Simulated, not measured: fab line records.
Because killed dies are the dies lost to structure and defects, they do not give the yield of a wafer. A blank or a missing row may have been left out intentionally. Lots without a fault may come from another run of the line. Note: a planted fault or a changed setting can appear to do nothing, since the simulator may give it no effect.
Struck lot and sound lot, side by side | flow sfq_line | 41 steps out of a route of 325
Sound: the wafers L586.1, L586.2, L586.4. Wafers L597.1, L597.2, L597.5 were the ones struck. The cause is given at the end.
At each step with rows: each side's tool, then ch and its chambers, then its first start. Under that, the readings that differ: sound wafers | struck wafers | difference of the means | sigmas: that difference in standard deviations of wafers without a fault.
alike: readings whose means differ by less than 2 such deviations, and words and numbers that are the same on both sides. not compared: withheld readings, readings that some wafer has no value for, bounds like >300 that may hide the same value, and numbers for which the record gives no deviation and whose values overlap.
A row with sigmas, a row that says differs or no value, or rows on one side alone: a step with any of these is where the two part. Numbers that have no deviation but don't overlap get no sigmas and don't part them. A reading missing from all wafers of one side parts the sides only when that side holds two or more wafers.

first, 6 steps without rows for these wafers: SFQ_TRILAYER_I0_VIA_LITHO_COAT_036 (resist thk 62 nm); SFQ_TRILAYER_I0_VIA_LITHO_COAT_031 (resist thk 650 nm); SFQ_TRILAYER_I0_VIA_LITHO_SOFTBAKE_035; SFQ_TRILAYER_I0_VIA_LITHO_EXPOSE_032 (exposes mask I0, target cd 500 nm); SFQ_TRILAYER_I0_VIA_LITHO_PEB_034 (peb time 60 s); SFQ_TRILAYER_I0_VIA_LITHO_DEVELOP_033 (time 60 s).
SFQ_I0_OVL_MEAS_908:
  sound on overlay-02 at day 12 09:29; struck on overlay-01 at day 15 06:59
  alike: I0_OVL
then, 1 step without rows for these wafers: SFQ_TRILAYER_I0_VIA_BARC_OPEN_VIA_ETCH_046 (etches BARC in O2, target depth 125 nm, time 41.7 s).
SFQ_TRILAYER_I0_VIA_ETCH_VIA_ETCH_034: etches SiO2 in CHF3, stops on Nb, target depth 260 nm.
  sound on rie_diel-03 ch 0,2,3, day 12 09:34; struck on rie_diel-04 ch 1,2,3, day 15 07:04
  alike: drypump_motor_current_A, oes_product_au
SFQ_TRILAYER_I0_VIA_STRIP_STRIP_035: strips in O2.
  sound on rie_metal-02 ch 0,1, day 12 09:40; struck on rie_metal-04 ch 0,1, day 15 07:10
  alike: drypump_motor_current_A, oes_product_au
  not compared: rf_hours_counter_h
then, 2 steps without rows for these wafers: SFQ_TRILAYER_I0_VIA_STRIP_SOLV_CLEAN_036 (cleans in NMP, time 600 s); SFQ_TRILAYER_M1_DEP_PRE_CLEAN_038 (time 22.5 s).
SFQ_TRILAYER_M1_DEP_SPUTTER_037: material Nb, target thk 200 nm, time 133.3 s.
  sound on pvd_sputter-03 at day 12 10:28; struck on pvd_sputter-06 at day 15 07:59
  reading                                             | sound                | struck               | difference | sigmas
  cathode_dc_power_W (W)                              | 1999.3 1999.5 2000.7 | 3017.1 3016.8 3017.0 | +1017.1    | +99 or more
  model.Nb_of_TRILAYER_M1_DEP_SPUTTER_037.thk_nm (nm) | 198.1 192.6 195.3    | 295.2 298.9 296      | +101.4     |
  alike: throttle_valve_pct
SFQ_M1_RS_MEAS_909: measurement is done with a four-point probe.
  sound on film_metro-03 at day 12 10:34; struck on film_metro-04 at day 15 08:22
  reading           | sound             | struck            | difference | sigmas
  M1_NB_RS (ohm/sq) | 0.900 0.925 0.913 | 0.601 0.593 0.597 | -0.316     | -19
  not compared: hold
then, 5 steps without rows for these wafers: SFQ_TRILAYER_M1_LITHO_COAT_039 (resist thk 600 nm); SFQ_TRILAYER_M1_LITHO_SOFTBAKE_043; SFQ_TRILAYER_M1_LITHO_EXPOSE_040 (exposes mask M1, target cd 500 nm); SFQ_TRILAYER_M1_LITHO_PEB_042 (peb time 60 s); SFQ_TRILAYER_M1_LITHO_DEVELOP_041 (time 60 s).
-- the record jumps here: 3 days lie between the struck wafers' starts before and after --
SFQ_M1_OVL_MEAS_911:
  sound on overlay-02 at day 14 21:42; struck on overlay-02 at day 18 04:08
  alike: M1_OVL
then, 1 step without rows for these wafers: SFQ_TRILAYER_M1_BARC_OPEN_METAL_ETCH_054 (etches BARC in O2, target depth 125 nm, time 41.7 s).
SFQ_TRILAYER_M1_ETCH_METAL_ETCH_042: etches Nb in Cl2/Ar, stops on SiO2, target depth 240 nm, time 120 s.
  sound on rie_metal-03 ch 0,1, day 14 21:48; struck on rie_metal-03 ch 0,1, day 18 04:14
  reading               | sound             | struck            | difference | sigmas
  oes_product_au (a.u.) | 0.890 0.873 0.887 | 1.010 0.993 0.999 | +0.117     | +12
  alike: drypump_motor_current_A
  not compared: rf_hours_counter_h
then, 4 steps without rows for these wafers: SFQ_TRILAYER_M1_STRIP_STRIP_043 (strips in O2); SFQ_TRILAYER_M1_STRIP_SOLV_CLEAN_044 (cleans in NMP, time 600 s); SFQ_TRILAYER_I1_DEP_PECVD_045 (deposits SiO2 from SiH4/N2O, time 111.11 s, target thk 500 nm); SFQ_TRILAYER_I1_CMP_CMP_046 (polishes SiO2).
SFQ_I1_BOW_MEAS_912:
  sound on film_metro-02 at day 15 04:00; struck on film_metro-01 at day 18 10:36
  alike: I1_BOW
SFQ_TRILAYER_I1_METRO_MEASURE_047:
  sound on film_metro-02 at day 15 04:07; struck on film_metro-01 at day 18 10:43
  alike: thk_nm
then, 6 steps without rows for these wafers: SFQ_TRILAYER_I1_VIA_LITHO_COAT_054 (resist thk 62 nm); SFQ_TRILAYER_I1_VIA_LITHO_COAT_049 (resist thk 650 nm); SFQ_TRILAYER_I1_VIA_LITHO_SOFTBAKE_053; SFQ_TRILAYER_I1_VIA_LITHO_EXPOSE_050 (exposes mask I1, target cd 500 nm); SFQ_TRILAYER_I1_VIA_LITHO_PEB_052 (peb time 60 s); SFQ_TRILAYER_I1_VIA_LITHO_DEVELOP_051 (time 60 s).
-- the record jumps here: 4 days lie between the struck wafers' starts before and after --
SFQ_I1_OVL_MEAS_913:
  sound on overlay-01 at day 18 19:42; struck on overlay-02 at day 22 07:21
  alike: I1_OVL
SFQ_TRILAYER_I1_VIA_BARC_OPEN_VIA_ETCH_071: etches BARC in O2, target depth 125 nm, time 41.7 s.
  sound on rie_diel-03 ch 0,1, day 18 19:44; struck on rie_diel-03 ch 1,2, day 22 07:23
  alike: drypump_motor_current_A, oes_product_au
  not compared: rf_hours_counter_h
SFQ_TRILAYER_I1_VIA_ETCH_VIA_ETCH_052: etches SiO2 in CHF3, stops on Nb, target depth 260 nm.
  sound on rie_diel-03 ch 0,1, day 18 19:47; struck on rie_diel-03 ch 1,2, day 22 07:26
  alike: drypump_motor_current_A, oes_product_au
then, 3 steps without rows for these wafers: SFQ_TRILAYER_I1_VIA_STRIP_STRIP_053 (strips in O2); SFQ_TRILAYER_I1_VIA_STRIP_SOLV_CLEAN_054 (cleans in NMP, time 600 s); SFQ_TRILAYER_M2_DEP_PRE_CLEAN_056 (time 22.5 s).
-- the record jumps here: 53 days lie between the struck wafers' starts before and after --
SFQ_M8_BOW_MEAS_951:
  sound on film_metro-04 at day 69 05:31; struck on film_metro-03 at day 75 01:15
  reading                       | sound                | struck               | difference | sigmas
  model.etest.m1.comb_log10_ohm | 12 12 12             | 0 0 0                | -12        |
  model.etest.m1.ohm_sq         | 0.8988 0.9245 0.9119 | 0.6032 0.5957 0.6015 | -0.3116    |
  alike: M8_BOW

## WHERE THEY PART
At SFQ_TRILAYER_M1_DEP_SPUTTER_037 first; at SFQ_TRILAYER_M1_ETCH_METAL_ETCH_042 last (within this record only). Later steps at which nothing parts them and some readings are alike: SFQ_I1_BOW_MEAS_912, SFQ_TRILAYER_I1_METRO_MEASURE_047, SFQ_I1_OVL_MEAS_913, SFQ_TRILAYER_I1_VIA_BARC_OPEN_VIA_ETCH_071, SFQ_TRILAYER_I1_VIA_ETCH_VIA_ETCH_052, SFQ_M8_BOW_MEAS_951.

WHY: the cause the simulator had injected
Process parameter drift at SFQ_TRILAYER_M1_DEP_SPUTTER_037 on pvd_sputter-06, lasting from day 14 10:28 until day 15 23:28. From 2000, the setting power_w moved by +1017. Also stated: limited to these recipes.
